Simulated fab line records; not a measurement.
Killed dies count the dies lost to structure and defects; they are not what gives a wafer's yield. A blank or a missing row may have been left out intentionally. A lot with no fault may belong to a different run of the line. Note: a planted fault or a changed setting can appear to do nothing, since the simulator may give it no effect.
Problem report in the 8D (eight disciplines) form, filled by code + flow sky130 + the parts of the form that need people (team, actions taken, sign-off) are left out

1. THE ISSUE
Mean METAL2_ALCU_RS at SKY_METAL2_RS_MEAS_05: 0.1490 ohm/sq over 9 wafers in 3 lots; fault-free wafers: 0.1269 ohm/sq, standard deviation 0.0011. That is +20 standard deviations from the usual mean.
The step: measures by four-point-probe.
First observed at day 38 05:13: wafer L343.4, on film_metro-01. Wafers with a number at this step in the record: 30, from 10 lots. Rule for "out", or "out of limits": more than 4 standard deviations from the usual mean. The rest of the wafers with a number are treated as sound.

2. WHAT IT IS, WHAT IT ISN'T
| question                    | is                                          | is not                                                                          |
|-----------------------------|---------------------------------------------|---------------------------------------------------------------------------------|
| which readings at this step | METAL2_ALCU_RS                              | -                                                                               |
| which lots                  | L343, L345, L346                            | L334, L335, L341, L342, L344, L351, L352                                        |
| which wafers of those lots  | all that have a number                      | -                                                                               |
| read on which gauges        | film_metro-01, film_metro-02, film_metro-04 | -                                                                               |
| when                        | from day 38 05:13                           | up to then (12 sound wafers); but 9 sound wafers of L344, L351, L352 came after |

3. SUSPECTS, AND WHAT RULES EACH OUT
Counting: any tool at a process step up to the reading is kept as a suspect provided that every lot that is out went through it and no sound lot did after the first of them.
- the gauge at SKY_METAL2_RS_MEAS_05 is ruled out. The wafers that are out were read on 3 gauges (film_metro-01, film_metro-02, film_metro-04).
- pvd_sputter-03 at SKY_METAL2_SPUTTER_02 (material AlCu, target thk 250 nm, time 13.3 s): kept. It ran every lot that is out, first L343 (day 38 05:04), and no sound lot after that; its last sound lot up to then is L341 (day 37 18:31).
The count leaves pvd_sputter-03 at SKY_METAL2_SPUTTER_02.

4. THE CAUSE (what the simulator had put in)
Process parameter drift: pvd_sputter-03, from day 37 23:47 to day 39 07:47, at SKY_METAL2_SPUTTER_02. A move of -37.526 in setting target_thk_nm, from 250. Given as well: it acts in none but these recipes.
The count eliminated every tool but this one.

5. SEQUENCE OF EFFECTS, ordered by route
Rows list readings where the struck wafers' mean (over those with a number) sits beyond 3 standard deviations from the usual. Readings are gone through only where the record gives a usual standard deviation; hours: the median, over the lots, of the time from a lot's start at the first step in this table giving one to that lot's start at this step; sigmas: the change measured in usual standard deviations.
| hours | step                     | reading         | usual         | on struck wafers | change  | sigmas |
|-------|--------------------------|-----------------|---------------|------------------|---------|--------|
| 0     | SKY_METAL2_RS_MEAS_05    | METAL2_ALCU_RS  | 0.1269 ohm/sq | 0.1490           | +0.0221 | +20    |
| 0     | SKY_METAL2_THK_MEAS_06   | METAL2_ALCU_THK | 253 nm        | 217              | -36     | -11    |
| 25    | SKY_METAL2_METAL_ETCH_19 | oes_product_au  | 0.853 a.u.    | 0.834            | -0.019  | -3.4   |
Here are the process steps it includes:
- SKY_METAL2_METAL_ETCH_19: etches the open film in Cl2/BCl3, stops on SiO2, target depth 360 nm, time 78 s.
Later measuring or inspecting steps at which every struck wafer that the step has a row for has a number for every such reading, and none has moved that far: SKY_METAL2_OVL_MEAS_16.

6. WHAT WOULD HAVE CAUGHT IT SOONER
Counted from the fault's start at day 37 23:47, it took 5 hours until the first out-of-limits reading at a measuring or inspecting step in this record, taken at day 38 05:13.
An alarm limit of 4 standard deviations would not have fired on the tool readings at SKY_METAL2_SPUTTER_02 for which the record gives a usual standard deviation, since none of them was out on any struck wafer.
Among the 3 lots that are out, L345, L346 began SKY_METAL2_SPUTTER_02 on pvd_sputter-03 after day 38 05:13. A hold on the tool at that time would have spared those 2.
